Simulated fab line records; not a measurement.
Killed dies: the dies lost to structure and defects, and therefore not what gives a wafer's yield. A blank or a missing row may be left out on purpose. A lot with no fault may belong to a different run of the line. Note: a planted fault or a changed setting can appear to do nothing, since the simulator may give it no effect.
Which tool was responsible? / flow gf180mcu / 11 lots with 33 wafers sampled at 4 steps, on a route of 602 steps

WHAT THE GAUGES READ, wafer by wafer
GF_M2_RS_MEAS_05: a four-point-probe measurement.
lot=L385; measured=day 17 12:09; on=film_metro-01; M2_ALCU_RS (ohm/sq)=0.0689 0.0691 0.0690
lot=L386; measured=day 17 18:36; on=film_metro-02; M2_ALCU_RS (ohm/sq)=0.0689 0.0687 0.0684
lot=L388; measured=day 18 23:40; on=film_metro-02; M2_ALCU_RS (ohm/sq)=0.0683 0.0693 0.0697
lot=L387; measured=day 19 00:34; on=film_metro-01; M2_ALCU_RS (ohm/sq)=0.0700 0.0695 0.0706
lot=L390; measured=day 19 19:02; on=film_metro-01; M2_ALCU_RS (ohm/sq)=0.0688 0.0688 0.0693
lot=L391; measured=day 20 00:21; on=film_metro-02; M2_ALCU_RS (ohm/sq)=0.0703 0.0704 0.0696
lot=L392; measured=day 20 17:55; on=film_metro-02; M2_ALCU_RS (ohm/sq)=0.0700 0.0696 0.0698
lot=L393; measured=day 20 22:40; on=film_metro-02; M2_ALCU_RS (ohm/sq)=0.0709 0.0697 0.0708
lot=L398; measured=day 22 19:12; on=film_metro-04; M2_ALCU_RS (ohm/sq)=0.0695 0.0698 0.0690
lot=L399; measured=day 22 20:46; on=film_metro-01; M2_ALCU_RS (ohm/sq)=0.0601 0.0605 0.0607
lot=L404; measured=day 24 14:25; on=film_metro-01; M2_ALCU_RS (ohm/sq)=0.0606 0.0605 0.0602

EACH LOT AND THE TOOL THAT RAN IT (in order: tool; ch and the chambers of the sampled wafers; start)
lot=L385; GF_M1_METAL_ETCH_16=rie_metal-04 ch 0,1, day 16 10:30; GF_V1_CVD_02=pecvd-01 ch 0,1,2, day 16 11:20; GF_M2_SPUTTER_02=pvd_sputter-03, day 17 12:04
lot=L386; GF_M1_METAL_ETCH_16=rie_metal-04 ch 0,1, day 16 17:30; GF_V1_CVD_02=pecvd-04 ch 1,2, day 16 18:19; GF_M2_SPUTTER_02=pvd_sputter-03, day 17 18:31
lot=L388; GF_M1_METAL_ETCH_16=rie_metal-02 ch 0,1, day 17 19:46; GF_V1_CVD_02=pecvd-01 ch 1,2, day 17 20:35; GF_M2_SPUTTER_02=pvd_sputter-02, day 18 23:33
lot=L387; GF_M1_METAL_ETCH_16=rie_metal-02 ch 0,1, day 17 21:18; GF_V1_CVD_02=pecvd-04 ch 0,1,2, day 17 22:05; GF_M2_SPUTTER_02=pvd_sputter-02, day 19 00:28
lot=L390; GF_M1_METAL_ETCH_16=rie_metal-03 ch 0,1, day 18 16:21; GF_V1_CVD_02=pecvd-03 ch 1,2, day 18 17:08; GF_M2_SPUTTER_02=pvd_sputter-03, day 19 18:56
lot=L391; GF_M1_METAL_ETCH_16=rie_metal-04 ch 1, day 18 22:23; GF_V1_CVD_02=pecvd-04 ch 1,2, day 18 23:16; GF_M2_SPUTTER_02=pvd_sputter-04, day 20 00:14
lot=L392; GF_M1_METAL_ETCH_16=rie_metal-03 ch 0,1, day 19 17:05; GF_V1_CVD_02=pecvd-01 ch 0,2, day 19 17:55; GF_M2_SPUTTER_02=pvd_sputter-03, day 20 17:48
lot=L393; GF_M1_METAL_ETCH_16=rie_metal-03 ch 0,1, day 19 20:20; GF_V1_CVD_02=pecvd-03 ch 0,1,2, day 19 21:10; GF_M2_SPUTTER_02=pvd_sputter-02, day 20 22:35
lot=L398; GF_M1_METAL_ETCH_16=rie_metal-03 ch 1, day 21 15:44; GF_V1_CVD_02=pecvd-01 ch 0,2, day 21 16:40; GF_M2_SPUTTER_02=pvd_sputter-03, day 22 19:07
lot=L399; GF_M1_METAL_ETCH_16=rie_metal-02 ch 0, day 21 17:20; GF_V1_CVD_02=pecvd-01 ch 0,2, day 21 18:29; GF_M2_SPUTTER_02=pvd_sputter-03, day 22 20:39
lot=L404; GF_M1_METAL_ETCH_16=rie_metal-02 ch 0,1, day 23 12:56; GF_V1_CVD_02=pecvd-01 ch 0,1,2, day 23 13:47; GF_M2_SPUTTER_02=pvd_sputter-03, day 24 14:19
- GF_M1_METAL_ETCH_16: etches the open film in Cl2/BCl3, stops on SiO2, target depth 750.8 nm, time 125.1 s.
- GF_V1_CVD_02: deposits SiO2 from TEOS, target thk 850 nm, time 94.851 s.
- GF_M2_SPUTTER_02: material AlCu, target thk 450 nm, time 23.9 s.

THE ANSWER, worked out from the rows above alone
Rule: usual is defined by the lots themselves. Put in order of their means at a reading, lots are off if they are a third of the lots or fewer, leave a main group of 4 or more, and stand apart from it by a gap of 3 or more times the standard deviation of the main group's means; of several such gaps the widest counts. A main group is skipped when, at the precision printed for the reading in the tables above, its means are all equal. Also off: a lot with no number at a reading for which 4 or more lots have one. Where the step has rows for the other lots, those lots are counted as sound.
Off: L399, L404, seen at GF_M2_RS_MEAS_05 (M2_ALCU_RS). The main group has a mean of 0.0695 ohm/sq with a standard deviation of 0.00058.
A tool fits if, at a process step before that reading, it ran every lot that is off, and no sound lot after the first of them. Gauges at GF_M2_RS_MEAS_05: tried the same way as those tools. Can't be told from this: 4 tools fit, rie_metal-02 at GF_M1_METAL_ETCH_16, pecvd-01 at GF_V1_CVD_02, pvd_sputter-03 at GF_M2_SPUTTER_02, film_metro-01 at GF_M2_RS_MEAS_05.

WHAT WAS PUT IN BY THE SIMULATOR
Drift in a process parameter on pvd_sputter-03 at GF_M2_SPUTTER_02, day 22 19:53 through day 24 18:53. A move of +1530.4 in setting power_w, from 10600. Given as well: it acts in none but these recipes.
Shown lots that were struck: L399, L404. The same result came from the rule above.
